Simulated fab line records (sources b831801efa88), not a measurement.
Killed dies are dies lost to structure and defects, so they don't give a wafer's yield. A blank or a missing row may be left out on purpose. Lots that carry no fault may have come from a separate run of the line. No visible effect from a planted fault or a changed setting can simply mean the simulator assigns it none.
Which of the tools did it? || flow gf180mcu || 7 lots, 21 wafers sampled, at 2 steps of a route of 602

WHAT THE GAUGES SHOWED, per wafer
GF_NSD_TW_MEAS_12.
{"lot": "L918", "measured": "day 14 17:35", "on": "film metro-02", "NSD_TW": "4239 4255 4251"}
{"lot": "L921", "measured": "day 15 08:26", "on": "film metro-03", "NSD_TW": "4259 4287 4252"}
{"lot": "L923", "measured": "day 16 02:29", "on": "film metro-01", "NSD_TW": "4213 4229 4221"}
{"lot": "L926", "measured": "day 17 07:47", "on": "film metro-02", "NSD_TW": "4234 4274 4251"}
{"lot": "L928", "measured": "day 18 07:13", "on": "film metro-02", "NSD_TW": "4229 4254 4237"}
{"lot": "L936", "measured": "day 20 16:44", "on": "film metro-02", "NSD_TW": "4227 4231 4215"}
{"lot": "L938", "measured": "day 21 12:00", "on": "film metro-02", "NSD_TW": "4241 4218 4220"}

TOOL THAT RAN EACH LOT (tool first, then ch and the chambers of the sampled wafers, then the start)
{"lot": "L918", "GF_HV_LDD_IMPLANT_35": "implanter-04 ch 0, day 12 20:40"}
{"lot": "L921", "GF_HV_LDD_IMPLANT_35": "implanter-04 ch 0, day 13 09:55"}
{"lot": "L923", "GF_HV_LDD_IMPLANT_35": "implanter-02 ch 0, day 14 03:38"}
{"lot": "L926", "GF_HV_LDD_IMPLANT_35": "implanter-02 ch 0, day 15 05:52"}
{"lot": "L928", "GF_HV_LDD_IMPLANT_35": "implanter-01 ch 0, day 16 05:11"}
{"lot": "L936", "GF_HV_LDD_IMPLANT_35": "implanter-02 ch 0, day 18 12:17"}
{"lot": "L938", "GF_HV_LDD_IMPLANT_35": "implanter-02 ch 0, day 19 07:04"}
- GF_HV_LDD_IMPLANT_35

THE ANSWER, worked out from the rows above alone
Rule: what is usual is taken from the lots themselves. Put in order of their means at a reading, lots are off if they are a third of the lots or fewer, leave a main group of 4 or more, and stand apart from it by a gap of 3 or more times the standard deviation of the main group's means; of several such gaps the widest counts. A main group is skipped when, at the precision printed for the reading in the tables above, its means are all equal. A lot without any number at a reading at which 4 lots or more have one is off too. The other lots that the step has rows for count as sound.
None of the lots is off at any reading shown; this tells nothing.

WHAT THE SIMULATOR HAD PUT IN
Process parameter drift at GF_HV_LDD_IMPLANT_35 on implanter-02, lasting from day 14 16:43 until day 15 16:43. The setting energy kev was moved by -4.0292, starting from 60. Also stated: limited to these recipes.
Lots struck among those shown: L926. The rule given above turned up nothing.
